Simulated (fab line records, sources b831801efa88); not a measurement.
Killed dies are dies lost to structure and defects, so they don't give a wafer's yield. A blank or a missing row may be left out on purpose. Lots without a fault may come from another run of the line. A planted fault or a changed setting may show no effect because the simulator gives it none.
A sampling plan put to the test | flow sky130 | one fab line, 19 faults that these records tell of, each judged on the records of the lots that it struck
The plan is the line's own looks: the steps of the route at which a gauge or an inspection reads the wafer and doesn't change it. A look can be judged if struck wafers have a number there and the file gives its usual mean and standard deviation on fault-free wafers. Caught: at a look after the fault's first step, the mean of the struck wafers lies 4 or more of those standard deviations (sigma) from the usual mean. On the tool: the same test on the tool's own readings at the fault's steps. Another recipe on the struck wafers, or a record that is blank for them alone, also counts as caught.

THE FAULTS, as the simulator had put them in
1. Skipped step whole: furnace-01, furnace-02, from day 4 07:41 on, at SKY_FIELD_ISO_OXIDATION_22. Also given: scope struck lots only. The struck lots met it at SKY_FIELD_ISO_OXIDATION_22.
2. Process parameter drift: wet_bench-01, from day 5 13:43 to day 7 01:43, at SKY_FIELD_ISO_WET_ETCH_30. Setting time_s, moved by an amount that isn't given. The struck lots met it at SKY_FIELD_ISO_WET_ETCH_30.
3. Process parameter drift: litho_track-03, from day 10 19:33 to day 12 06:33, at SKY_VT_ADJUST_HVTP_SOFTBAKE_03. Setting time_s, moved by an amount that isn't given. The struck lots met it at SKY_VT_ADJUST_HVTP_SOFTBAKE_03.
4. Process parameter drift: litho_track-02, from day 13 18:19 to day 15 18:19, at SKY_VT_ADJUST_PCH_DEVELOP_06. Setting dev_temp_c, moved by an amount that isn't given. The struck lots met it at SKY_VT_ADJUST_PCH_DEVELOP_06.
5. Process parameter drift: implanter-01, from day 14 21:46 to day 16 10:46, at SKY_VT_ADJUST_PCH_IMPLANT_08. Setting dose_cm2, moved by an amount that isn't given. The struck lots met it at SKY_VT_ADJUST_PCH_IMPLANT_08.
6. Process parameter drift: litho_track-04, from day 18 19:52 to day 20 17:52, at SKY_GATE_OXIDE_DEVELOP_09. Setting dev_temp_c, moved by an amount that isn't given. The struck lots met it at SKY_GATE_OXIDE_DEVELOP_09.
7. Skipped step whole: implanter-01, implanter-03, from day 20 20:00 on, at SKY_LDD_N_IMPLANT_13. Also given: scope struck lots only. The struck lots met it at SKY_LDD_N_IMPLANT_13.
8. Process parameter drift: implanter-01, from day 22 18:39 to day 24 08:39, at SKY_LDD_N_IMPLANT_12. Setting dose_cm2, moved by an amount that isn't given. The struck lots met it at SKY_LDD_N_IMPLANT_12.
9. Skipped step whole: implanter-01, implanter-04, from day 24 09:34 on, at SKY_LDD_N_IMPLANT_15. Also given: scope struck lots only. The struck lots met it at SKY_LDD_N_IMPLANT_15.
10. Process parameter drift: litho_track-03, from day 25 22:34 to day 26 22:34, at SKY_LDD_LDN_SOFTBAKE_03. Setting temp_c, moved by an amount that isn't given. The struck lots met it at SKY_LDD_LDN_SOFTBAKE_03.
11. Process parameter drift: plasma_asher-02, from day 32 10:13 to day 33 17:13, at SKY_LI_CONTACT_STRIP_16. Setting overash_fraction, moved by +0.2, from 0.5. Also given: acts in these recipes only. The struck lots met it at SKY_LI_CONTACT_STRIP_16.
12. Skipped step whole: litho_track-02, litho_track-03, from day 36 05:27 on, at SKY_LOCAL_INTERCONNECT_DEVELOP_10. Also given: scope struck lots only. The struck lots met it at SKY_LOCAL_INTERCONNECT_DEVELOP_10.
13. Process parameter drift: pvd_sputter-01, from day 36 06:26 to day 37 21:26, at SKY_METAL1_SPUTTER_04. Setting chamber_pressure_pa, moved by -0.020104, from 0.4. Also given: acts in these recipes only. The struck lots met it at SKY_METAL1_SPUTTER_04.
14. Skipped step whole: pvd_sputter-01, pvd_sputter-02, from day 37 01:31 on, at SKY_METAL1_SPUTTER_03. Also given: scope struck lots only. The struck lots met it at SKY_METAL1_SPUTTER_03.
15. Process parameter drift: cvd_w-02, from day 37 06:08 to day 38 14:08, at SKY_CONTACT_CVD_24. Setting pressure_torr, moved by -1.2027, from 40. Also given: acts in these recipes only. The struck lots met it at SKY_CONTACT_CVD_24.
16. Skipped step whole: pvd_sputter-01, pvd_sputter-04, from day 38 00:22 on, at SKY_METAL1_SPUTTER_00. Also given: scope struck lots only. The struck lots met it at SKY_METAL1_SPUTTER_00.
17. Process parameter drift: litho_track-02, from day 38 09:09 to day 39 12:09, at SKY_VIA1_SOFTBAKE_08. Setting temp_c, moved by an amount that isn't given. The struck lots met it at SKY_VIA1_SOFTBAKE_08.
18. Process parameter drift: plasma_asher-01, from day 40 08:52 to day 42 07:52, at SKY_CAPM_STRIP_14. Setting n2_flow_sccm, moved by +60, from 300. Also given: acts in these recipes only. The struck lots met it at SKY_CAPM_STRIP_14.
19. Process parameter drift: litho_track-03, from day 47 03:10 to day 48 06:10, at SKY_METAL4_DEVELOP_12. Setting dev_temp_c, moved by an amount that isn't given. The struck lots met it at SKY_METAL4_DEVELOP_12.

WHAT THE PLAN SAW
fault | on the tool itself                               | first look that catches it     | reading, sigma | median hours from its first step to that look | hours from the fault's start to the first struck lot there | judged looks passed uncaught
1     | the tool's record is blank for the struck wafers | no look after it can be judged | -              | -                                             | -                                                          | 0
2     | only faintly: run_length_s +3.5 sigma            | no look after it can be judged | -              | -                                             | -                                                          | 0
3     | run_length_s +99 or beyond sigma                 | no look after it can be judged | -              | -                                             | -                                                          | 0
4     | developer_temp_C -8.2 sigma                      | no look after it can be judged | -              | -                                             | -                                                          | 0
5     | dose_ions_cm2 +12 sigma                          | no look after it can be judged | -              | -                                             | -                                                          | 0
6     | developer_temp_C -9.5 sigma                      | no look after it can be judged | -              | -                                             | -                                                          | 0
7     | the tool's record is blank for the struck wafers | no look after it can be judged | -              | -                                             | -                                                          | 0
8     | dose_ions_cm2 -99 or beyond sigma                | no look after it can be judged | -              | -                                             | -                                                          | 0
9     | the tool's record is blank for the struck wafers | no look after it can be judged | -              | -                                             | -                                                          | 0
10    | heater_power_total_W -53 sigma                   | no look after it can be judged | -              | -                                             | -                                                          | 0
11    | under 2 sigma                                    | no look after it can be judged | -              | -                                             | -                                                          | 0
12    | the tool's record is blank for the struck wafers | no look after it can be judged | -              | -                                             | -                                                          | 0
13    | chamber_pressure_pa -25 sigma                    | no look after it can be judged | -              | -                                             | -                                                          | 0
14    | the tool's record is blank for the struck wafers | no look after it can be judged | -              | -                                             | -                                                          | 0
15    | chamber_pressure_Torr -12 sigma                  | no look after it can be judged | -              | -                                             | -                                                          | 0
16    | the tool's record is blank for the struck wafers | no look after it can be judged | -              | -                                             | -                                                          | 0
17    | plate_temp_C -14 sigma                           | no look after it can be judged | -              | -                                             | -                                                          | 0
18    | n2_flow_sccm +66 sigma                           | no look after it can be judged | -              | -                                             | -                                                          | 0
19    | developer_temp_C +5.6 sigma                      | no look after it can be judged | -              | -                                             | -                                                          | 0
A dash: the fault isn't caught, or these records don't give the number.

Caught at a look: 0 of 19. Caught on the tool: 17 of 19. By one or the other: 17 of 19.
Caught on the tool alone: faults 1, 3, 4, 5, 6, 7, 8, 9, 10, 12, 13, 14, 15, 16, 17, 18, 19.
Caught by neither: faults 2, 11.
